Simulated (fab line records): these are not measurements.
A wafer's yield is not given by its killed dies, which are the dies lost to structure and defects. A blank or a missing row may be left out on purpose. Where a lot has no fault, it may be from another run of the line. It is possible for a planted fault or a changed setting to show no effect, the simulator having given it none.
Problem report in the 8D (eight disciplines) form, filled by code    flow sky130    the parts of the form that need people (team, actions taken, sign-off) are left out

== 1. WHAT IS WRONG ==
Across 9 wafers from 3 lots, LDD_HVN_OVL at SKY_LDD_HVN_OVL_MEAS_07 averages -53.4 nm, while fault-free wafers read -0.7 nm with a standard deviation of 1.3. Measured from the usual mean, that is -41 standard deviations.
First seen on wafer L719.1, day 24 16:37, on overlay-02. At this step, 33 wafers from 11 lots have a number in the record. By rule, "out" or "out of limits" means more than 4 standard deviations away from the usual mean. The rest of the wafers with a number are treated as sound.

== 2. WHAT IT IS, AND WHAT IT ISN'T ==
question                     is                      is not
which readings at this step  LDD_HVN_OVL             -
which lots                   L719, L720, L724        L708, L710, L711, L714, L715, L717, L726, L730
which wafers of those lots   all that have a number  -
read on which gauges         overlay-01, overlay-02  -
when                         from day 24 16:37       up to then (18 sound wafers); but 6 sound wafers of L726, L730 came after

== 3. SUSPECTS, AND WHAT RULES EACH OUT ==
Counting: any tool at a process step up to the reading is kept as a suspect provided that every lot that is out went through it and no sound lot did after the first of them.
- the gauge at SKY_LDD_HVN_OVL_MEAS_07 is ruled out. The wafers that are out were read on 2 gauges (overlay-01, overlay-02).
- iline_stepper-01 at SKY_LDD_HVN_EXPOSE_04 (exposes mask HVNTM, target cd 700 nm): kept. Every lot that is out went through it, starting with L719 (day 24 02:25), and after that it ran no sound lot; the last sound lot it ran before then is L717 (day 23 17:50).
Remaining after the count: iline_stepper-01 at SKY_LDD_HVN_EXPOSE_04.

== 4. THE CAUSE (what the simulator had put in) ==
Scanner matching overlay: iline_stepper-01, from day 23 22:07 on, at SKY_LDD_HVN_EXPOSE_04. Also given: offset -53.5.
The count eliminated every tool but this one.

== 5. SEQUENCE OF EFFECTS, ordered by route ==
Each row: a reading whose mean over the struck wafers that have a number lies more than 3 standard deviations from the usual. Only readings for which the record gives a usual standard deviation are gone through. hours: the time from each lot's start at the first step in this table that gives one to its start at this step, as a median over the lots. sigmas: the change in usual standard deviations.
hours  step                     reading      usual    on struck wafers  change  sigmas
0      SKY_LDD_HVN_OVL_MEAS_07  LDD_HVN_OVL  -0.7 nm  -53.4             -52.7   -41

== 6. WHAT WOULD HAVE CAUGHT IT SOONER ==
The first out-of-limits reading at a measuring or inspecting step in this record came at day 24 16:37, 18 hours after the fault's start at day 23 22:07.
L724, from the lots that are out (3), started SKY_LDD_HVN_EXPOSE_04 on iline_stepper-01 later than day 24 16:37. Holding the tool at that time would have saved it.
